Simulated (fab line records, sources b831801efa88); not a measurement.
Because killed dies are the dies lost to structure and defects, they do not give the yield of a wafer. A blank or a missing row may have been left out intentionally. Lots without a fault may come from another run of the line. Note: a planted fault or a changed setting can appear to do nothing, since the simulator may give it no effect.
Problem report, 8D (eight disciplines) form, completed by code	flow sky130	the parts of the form that need people (team, actions taken, sign-off) are left out

## 1. THE PROBLEM
SKY_CONTACT_ETCH_18, oes product au: mean 0.719 a.u. over 1 wafer from 1 lot; wafers with no fault: 0.854 a.u., standard deviation 0.0075. That puts it -18 standard deviations away from the usual mean.
The step: etches Si3N4 in CHF3/O2, stops on TiN, time 39 s, target depth 75 nm.
Earliest sighting: wafer L549.6 on rie diel-03 at day 38 15:00. The record holds 39 wafers of 13 lots with a number at this step. By rule, "out" or "out of limits" means more than 4 standard deviations away from the usual mean. The other wafers with a number count as sound.

## 2. WHAT IT IS, AND WHAT IT ISN'T
question	is	is not
which readings at this step	oes product au	drypump motor current A
which lots	L549	L530, L531, L532, L533, L534, L535, L536, L537, L538, L539, L540, L541
which wafers of those lots	L549.6	L549.4, L549.5
read on which tools	rie diel-03	rie diel-01, rie diel-02
when	from day 38 15:00	up to then (38 sound wafers)

## 3. THE SUSPECTS, EACH WITH WHAT RULES IT OUT
Counting: any tool at a process step up to the reading remains a suspect provided it ran every lot that is out. Sound lots after the first of them don't rule it out here, since some wafers of a struck lot are sound.
- rie diel-03 at SKY_CONTACT_ETCH_18 (etches Si3N4 in CHF3/O2, stops on TiN, time 39 s, target depth 75 nm): kept. The lot that is out, L549, ran on it at day 38 15:00; the last sound lot it ran before that was L539, at day 35 13:00. On those wafers its own readings are out: oes product au.
- At SKY_CONTACT_ETCH_18, inside rie diel-03: chamber 1 took the wafers that are out, while their sound lot-mates went through chambers 0, 2.
Remaining after the count: rie diel-03 at SKY_CONTACT_ETCH_18.

## 4. THE CAUSE (what the simulator had put in)
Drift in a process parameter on rie diel-03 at SKY_CONTACT_ETCH_18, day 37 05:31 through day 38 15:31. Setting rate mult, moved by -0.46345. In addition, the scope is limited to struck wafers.
Counting left only this tool.

## 5. THE CHAIN OF EFFECTS, in route order
Rows list readings where the struck wafers' mean (over those with a number) sits beyond 3 standard deviations from the usual. Scope: only readings with a usual standard deviation given in the record; hours: median across lots of the time from each lot's start at the first step in this table that gives one to its start at this step; sigmas: change in usual standard deviations.
hours	step	reading	usual	on struck wafers	change	sigmas
0	SKY_CONTACT_ETCH_18	oes product au	0.854 a.u.	0.719	-0.135	-18
0	SKY_CONTACT_STRIP_19	strip time to endpoint s	3.61 s	4.05	+0.44	+14
301	SKY_PAD_OPEN_PROBE_99	killed at contacts	24	429	+405	+78
301	SKY_PAD_OPEN_PROBE_99	killed dies	85	492	+407	+45
301	SKY_PAD_OPEN_PROBE_99	killed on rim	17	96	+79	+21
It contains these process steps:
- SKY_CONTACT_ETCH_18: etches Si3N4 in CHF3/O2, stops on TiN, time 39 s, target depth 75 nm.
- SKY_CONTACT_STRIP_19: strips in O2/N2.
- SKY_PAD_OPEN_PROBE_99

## 6. HOW IT WOULD HAVE BEEN CAUGHT EARLIER
In this record no reading fell out of limits until day 38 15:00, 33 hours after the fault had begun at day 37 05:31.
